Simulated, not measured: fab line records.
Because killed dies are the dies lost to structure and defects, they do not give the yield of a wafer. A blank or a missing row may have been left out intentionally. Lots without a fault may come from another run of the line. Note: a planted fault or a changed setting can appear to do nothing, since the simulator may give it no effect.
fab line records + flow gf180mcu + part 2 of 2: steps 28 to 38 of 38
[record]
- lots = 5
- wafers = 15
- lastDay = 34
route steps=602 shown PSD@263 SAB@264 SALICIDE@278 CONTACT@287
lots untouched by any fault: they come from a run of this same line in which no faults occurred
startH: the number of hours between the record's first day and the start of the first shown wafer of the lot + waitH: hours since the lot's step before + " unchanged from the row above + L1.1+2: several wafers, shown together as one row + - value missing, or start not given + * or withheld: withheld + < > ~ a bound
route shown NAME@n: NAME is a module with steps in the file, n the number in the route of the first one + usual: mean and standard deviation over wafers with no fault + same: alike in all rows + chamber/n: place in a boat + sites: the reading at each site + _std_site: the values' standard deviation + _edge_site: inner sites' mean taken away from outer sites' mean + radiusMm: for every site, how far away it sits from the centre of the wafer + mask NAME#n: copy n + behind: the last tool/chamber to shape the wafer + hold: cause of the lot's hold/its duration in hours/its outcome + device: the transistor (n, p or np) that didn't switch + end of line: the route-end tests of the same wafers + a step given without rows: its recipe and nothing more + killed: dies that structure and defects cost at the first sort, which is not the same as the wafer's yield + map: shows each die of a wafer: x if killed, . if not, _ if none is there
set.NAME: the run value of the setting; set.NAME@STEP: its run value at that earlier step + model.NAME: the simulator's own value behind a step, which no gauge read
a table for each step, a row for each wafer; lots at some steps of the route
services: when a tool's chamber went out of use (startH, in hours from the record's first day, below 0 if earlier), for how many hours, and the reason
[[steps]]
[step GF_CONTACT_THK_MEAS_03]
[recipe]
- reads = SiO2_of_CONTACT_CVD_02
[usual]
- CONTACT_CVD_02_THK = 860/12
| lot.wafer | tool         | chamber | startH | waitH | CONTACT_CVD_02_THK[nm] |
|-----------|--------------|---------|--------|-------|------------------------|
| L079.1    | filmMetro-03 | -       | 384.11 | 0.0   | 850                    |
| L079.2    | "            | -       | "      | "     | 850                    |
| L079.6    | "            | -       | "      | "     | 868                    |
| L084.3    | filmMetro-04 | -       | 426.67 | 0.1   | 852                    |
| L084.5    | "            | -       | "      | "     | 867                    |
| L084.6    | "            | -       | "      | "     | 868                    |
| L087.2    | filmMetro-01 | -       | 451.24 | 0.0   | 854                    |
| L087.4    | "            | -       | "      | "     | 863                    |
| L087.5    | "            | -       | "      | "     | 868                    |
| L092.1    | filmMetro-03 | -       | 497.62 | 0.0   | 847                    |
| L092.2    | "            | -       | "      | "     | 850                    |
| L092.3    | "            | -       | "      | "     | 844                    |
| L096.1    | filmMetro-01 | -       | 525.53 | 0.0   | 859                    |
| L096.3    | "            | -       | "      | "     | 848                    |
| L096.5    | "            | -       | "      | "     | 875                    |
[step GF_CONTACT_CMP_04]
[recipe]
- material = SiO2
- downForcePsi = 4
- platenRpm = 60
- padVelocityMS = 0.94248
[usual]
- motorCurrentA = 12.5/1.8
- timeToEndpointS = 112/5.7
| lot.wafer | tool   | chamber | startH | waitH | motorCurrentA | timeToEndpointS |
|-----------|--------|---------|--------|-------|---------------|-----------------|
| L079.2    | cmp-02 | 1       | 384.22 | 0.1   | 12.2          | 109             |
| L079.1    | "      | 3       | "      | "     | 12.9          | 109             |
| L079.6    | "      | 1       | "      | "     | 12.4          | 113             |
| L084.3    | cmp-01 | 2       | 426.86 | 0.2   | 11.7          | 102             |
| L084.6    | "      | 3       | "      | "     | 13.6          | 115             |
| L084.5    | "      | 0       | "      | "     | 12.8          | 114             |
| L087.4    | cmp-02 | 2       | 451.34 | 0.1   | 12.7          | 116             |
| L087.2    | "      | 0       | "      | "     | 9.9           | 114             |
| L087.5    | "      | 1       | "      | "     | 12.3          | 114             |
| L092.1    | cmp-02 | 3       | 497.73 | 0.1   | 13.3          | 103             |
| L092.3    | "      | 0       | "      | "     | 9.0           | 108             |
| L092.2    | "      | 1       | "      | "     | 12.0          | 103             |
| L096.1    | cmp-01 | 0       | 525.59 | 0.1   | 12.3          | 115             |
| L096.3    | "      | 2       | "      | "     | 12.1          | 105             |
| L096.5    | "      | 0       | "      | "     | 13.1          | 123             |
[step GF_CONTACT_BOW_MEAS_05]
[recipe]
- mode = bow
[usual]
- CONTACT_BOW = 65/6.6
| lot.wafer | tool         | chamber | startH | waitH | CONTACT_BOW[um] |
|-----------|--------------|---------|--------|-------|-----------------|
| L079.1    | filmMetro-04 | -       | 384.47 | 0.1   | 67              |
| L079.2    | "            | -       | "      | "     | 57              |
| L079.6    | "            | -       | "      | "     | 71              |
| L084.3    | filmMetro-01 | -       | 427.05 | 0.1   | 62              |
| L084.5    | "            | -       | "      | "     | 62              |
| L084.6    | "            | -       | "      | "     | 62              |
| L087.2    | filmMetro-01 | -       | 451.61 | 0.1   | 56              |
| L087.4    | "            | -       | "      | "     | 64              |
| L087.5    | "            | -       | "      | "     | 66              |
| L092.1    | filmMetro-03 | -       | 497.98 | 0.2   | 69              |
| L092.2    | "            | -       | "      | "     | 71              |
| L092.3    | "            | -       | "      | "     | 73              |
| L096.1    | filmMetro-04 | -       | 525.89 | 0.2   | 62              |
| L096.3    | "            | -       | "      | "     | 70              |
| L096.5    | "            | -       | "      | "     | 60              |
[step GF_CONTACT_DEHYDRATE_06]
[recipe]
- tempC = 200
- timeS = 60
[usual]
- plateTempC = 200.03/0.16
[same]
- timeS = 60
| lot.wafer | tool          | chamber | startH | waitH | plateTempC |
|-----------|---------------|---------|--------|-------|------------|
| L079.1    | lithoTrack-02 | 0       | 395.28 | 10.8  | 199.85     |
| L079.2    | "             | 0       | "      | "     | 199.70     |
| L079.6    | "             | 0       | "      | "     | 199.73     |
| L084.3    | lithoTrack-03 | 0       | 438.66 | 11.6  | 200.17     |
| L084.5    | "             | 0       | "      | "     | 200.02     |
| L084.6    | "             | 0       | "      | "     | 200.10     |
| L087.2    | lithoTrack-04 | 0       | 462.89 | 11.3  | 199.84     |
| L087.4    | "             | 0       | "      | "     | 199.72     |
| L087.5    | "             | 0       | "      | "     | 199.94     |
| L092.1    | lithoTrack-04 | 0       | 509.26 | 11.3  | 199.86     |
| L092.2    | "             | 0       | "      | "     | 200.02     |
| L092.3    | "             | 0       | "      | "     | 199.82     |
| L096.1    | lithoTrack-02 | 0       | 536.58 | 10.7  | 199.96     |
| L096.3    | "             | 0       | "      | "     | 200.41     |
| L096.5    | "             | 0       | "      | "     | 200.15     |
[step GF_CONTACT_HMDS_07]
[recipe]
- primeTimeS = 60
- primeTempC = 120
[usual]
- primeTempC = 119.99/0.15
| lot.wafer | tool          | chamber | startH | waitH | primeTempC |
|-----------|---------------|---------|--------|-------|------------|
| L079.1    | lithoTrack-02 | 0       | 395.43 | 0.1   | 120.29     |
| L079.2    | "             | 0       | "      | "     | 120.13     |
| L079.6    | "             | 0       | "      | "     | 120.11     |
| L084.3    | lithoTrack-03 | 0       | 438.81 | 0.1   | 120.03     |
| L084.5    | "             | 0       | "      | "     | 119.90     |
| L084.6    | "             | 0       | "      | "     | 119.95     |
| L087.2    | lithoTrack-04 | 0       | 463.04 | 0.1   | 120.12     |
| L087.4    | "             | 0       | "      | "     | 119.84     |
| L087.5    | "             | 0       | "      | "     | 119.83     |
| L092.1    | lithoTrack-04 | 0       | 509.41 | 0.1   | 120.05     |
| L092.2    | "             | 0       | "      | "     | 119.82     |
| L092.3    | "             | 0       | "      | "     | 120.11     |
| L096.1    | lithoTrack-02 | 0       | 536.73 | 0.1   | 119.70     |
| L096.3    | "             | 0       | "      | "     | 119.82     |
| L096.5    | "             | 0       | "      | "     | 120.12     |
[step GF_CONTACT_COAT_08]
[recipe]
- resist = BARC
- tempC = withheld
- timeS = withheld
- spinRpm = withheld
- resistThkNm = withheld
[usual]
- dispensePressureKPa = 48.4/0.66
| lot.wafer | tool          | chamber | startH | waitH | dispensePressureKPa |
|-----------|---------------|---------|--------|-------|---------------------|
| L079.1    | lithoTrack-02 | 0       | 395.58 | 0.1   | 47.3                |
| L079.2    | "             | 0       | "      | "     | 47.3                |
| L079.6    | "             | 0       | "      | "     | 47.3                |
| L084.3    | lithoTrack-03 | 0       | 438.96 | 0.1   | 48.6                |
| L084.5    | "             | 0       | "      | "     | 48.6                |
| L084.6    | "             | 0       | "      | "     | 48.7                |
| L087.2    | lithoTrack-04 | 0       | 463.19 | 0.1   | 48.9                |
| L087.4    | "             | 0       | "      | "     | 48.9                |
| L087.5    | "             | 0       | "      | "     | 48.9                |
| L092.1    | lithoTrack-04 | 0       | 509.56 | 0.1   | 49.0                |
| L092.2    | "             | 0       | "      | "     | 48.9                |
| L092.3    | "             | 0       | "      | "     | 48.9                |
| L096.1    | lithoTrack-02 | 0       | 536.88 | 0.1   | 47.3                |
| L096.3    | "             | 0       | "      | "     | 47.3                |
| L096.5    | "             | 0       | "      | "     | 47.3                |
[step GF_CONTACT_COAT_09]
[recipe]
- resist = KrF
- spinRpm = withheld
- resistThkNm = 1000
[usual]
- dispensePressureKPa = 48.3/0.67
| lot.wafer | tool          | chamber | startH | waitH | dispensePressureKPa |
|-----------|---------------|---------|--------|-------|---------------------|
| L079.1    | lithoTrack-02 | 0       | -      | -     | 47.2                |
| L079.2    | "             | 0       | "      | "     | 47.1                |
| L079.6    | "             | 0       | "      | "     | 47.2                |
| L084.3    | lithoTrack-03 | 0       | -      | -     | 48.6                |
| L084.5    | "             | 0       | "      | "     | 48.6                |
| L084.6    | "             | 0       | "      | "     | 48.5                |
| L087.2    | lithoTrack-04 | 0       | -      | -     | 48.9                |
| L087.4    | "             | 0       | "      | "     | 48.9                |
| L087.5    | "             | 0       | "      | "     | 48.9                |
| L092.1    | lithoTrack-04 | 0       | -      | -     | 48.9                |
| L092.2    | "             | 0       | "      | "     | 48.9                |
| L092.3    | "             | 0       | "      | "     | 48.9                |
| L096.1    | lithoTrack-02 | 0       | -      | -     | 47.2                |
| L096.3    | "             | 0       | "      | "     | 47.2                |
| L096.5    | "             | 0       | "      | "     | 47.2                |
[step GF_CONTACT_SOFTBAKE_10]
[recipe]
- tempC = 130
- timeS = 60
- resist = KrF
[usual]
- plateTempC = 130.00/0.15
[same]
- timeS = 60
| lot.wafer | tool          | chamber | startH | waitH | plateTempC |
|-----------|---------------|---------|--------|-------|------------|
| L079.1    | lithoTrack-02 | 0       | -      | -     | 130.16     |
| L079.2    | "             | 0       | "      | "     | 129.94     |
| L079.6    | "             | 0       | "      | "     | 130.11     |
| L084.3    | lithoTrack-03 | 0       | -      | -     | 129.95     |
| L084.5    | "             | 0       | "      | "     | 129.94     |
| L084.6    | "             | 0       | "      | "     | 129.94     |
| L087.2    | lithoTrack-04 | 0       | -      | -     | 130.14     |
| L087.4    | "             | 0       | "      | "     | 130.00     |
| L087.5    | "             | 0       | "      | "     | 130.16     |
| L092.1    | lithoTrack-04 | 0       | -      | -     | 129.87     |
| L092.2    | "             | 0       | "      | "     | 130.15     |
| L092.3    | "             | 0       | "      | "     | 129.93     |
| L096.1    | lithoTrack-02 | 0       | -      | -     | 130.21     |
| L096.3    | "             | 0       | "      | "     | 130.23     |
| L096.5    | "             | 0       | "      | "     | 129.94     |
[step GF_CONTACT_EXPOSE_11]
[recipe]
- maskId = Contact
- targetCdNm = 220
- na = 0.68
- sourceShape = conventional
- sigmaOuter = 0.6
- doseMj = 38
| lot.wafer  | tool          | chamber | startH | waitH | mask      |
|------------|---------------|---------|--------|-------|-----------|
| L079.1+2+6 | krfScanner-01 | 0       | -      | -     | Contact#0 |
| L084.3+5+6 | krfScanner-02 | 0       | -      | -     | Contact#0 |
| L087.2+4+5 | krfScanner-01 | 0       | -      | -     | Contact#0 |
| L092.1+2+3 | krfScanner-01 | 0       | -      | -     | Contact#0 |
| L096.1+3+5 | krfScanner-01 | 0       | -      | -     | Contact#0 |
[step GF_CONTACT_PEB_12]
[recipe]
- pebTempC = 135
- pebTimeS = 90
- resist = KrF
[usual]
- plateTempC = 135.01/0.13
| lot.wafer | tool          | chamber | startH | waitH | plateTempC |
|-----------|---------------|---------|--------|-------|------------|
| L079.1    | lithoTrack-02 | 0       | -      | -     | 134.95     |
| L079.2    | "             | 0       | "      | "     | 135.04     |
| L079.6    | "             | 0       | "      | "     | 134.81     |
| L084.3    | lithoTrack-04 | 0       | -      | -     | 135.15     |
| L084.5    | "             | 0       | "      | "     | 134.97     |
| L084.6    | "             | 0       | "      | "     | 135.12     |
| L087.2    | lithoTrack-03 | 0       | -      | -     | 134.93     |
| L087.4    | "             | 0       | "      | "     | 134.94     |
| L087.5    | "             | 0       | "      | "     | 134.83     |
| L092.1    | lithoTrack-04 | 0       | -      | -     | 134.96     |
| L092.2    | "             | 0       | "      | "     | 134.95     |
| L092.3    | "             | 0       | "      | "     | 135.03     |
| L096.1    | lithoTrack-03 | 0       | -      | -     | 135.00     |
| L096.3    | "             | 0       | "      | "     | 134.82     |
| L096.5    | "             | 0       | "      | "     | 134.89     |
[step GF_CONTACT_DEVELOP_13]
[recipe]
- developTimeS = 60
- resist = KrF
- devTempC = 21
| lot.wafer  | tool          | chamber | startH | waitH |
|------------|---------------|---------|--------|-------|
| L079.1+2+6 | lithoTrack-02 | 0       | 407.83 | 0.2   |
| L084.3+5+6 | lithoTrack-04 | 0       | 452.01 | 0.1   |
| L087.2+4+5 | lithoTrack-03 | 0       | 475.48 | 0.2   |
| L092.1+2+3 | lithoTrack-04 | 0       | 521.16 | 0.2   |
| L096.1+3+5 | lithoTrack-03 | 0       | 548.26 | 0.2   |
[[services]]
| tool           | chamber | startH | hours | kind   |
|----------------|---------|--------|-------|--------|
| cmp-02         | -       | 337.94 | 2.1   | repair |
| krfScanner-01  | -       | 349.50 | 3.6   | pm     |
| plasmaAsher-03 | -       | 355.68 | 3.4   | repair |
| krfScanner-01  | -       | 359.24 | 0.7   | repair |
| cmp-02         | -       | 363.29 | 1.1   | repair |
| cmp-02         | -       | 365.38 | 1.1   | repair |
| krfScanner-01  | -       | 372.87 | 4.0   | pm     |
| krfScanner-01  | -       | 376.99 | 0.5   | repair |
| rtpAnneal-01   | -       | 381.33 | 3.1   | pm     |
| wetBench-03    | -       | 409.03 | 6.7   | repair |
| hdpcvd-01      | 2       | 413.21 | 1.9   | repair |
| krfScanner-01  | -       | 413.33 | 11.6  | pm     |
| plasmaAsher-03 | -       | 421.30 | 9.0   | pm     |
| krfScanner-01  | -       | 444.64 | 1.0   | pm     |
| wetBench-04    | -       | 451.66 | 1.9   | pm     |
| cmp-02         | -       | 452.16 | 0.3   | repair |
| rtpAnneal-01   | -       | 465.16 | 58.1  | pm     |
| cmp-02         | -       | 489.51 | 3.9   | repair |
| krfScanner-01  | -       | 499.61 | 1.3   | pm     |
| pvdSputter-01  | -       | 516.80 | 0.6   | repair |
| pecvd-01       | -       | 518.09 | 2.8   | pm     |
| rtpAnneal-02   | -       | 523.29 | 4.1   | pm     |
| hdpcvd-01      | 0       | 532.33 | 12.6  | repair |
| krfScanner-01  | -       | 545.17 | 2.6   | repair |
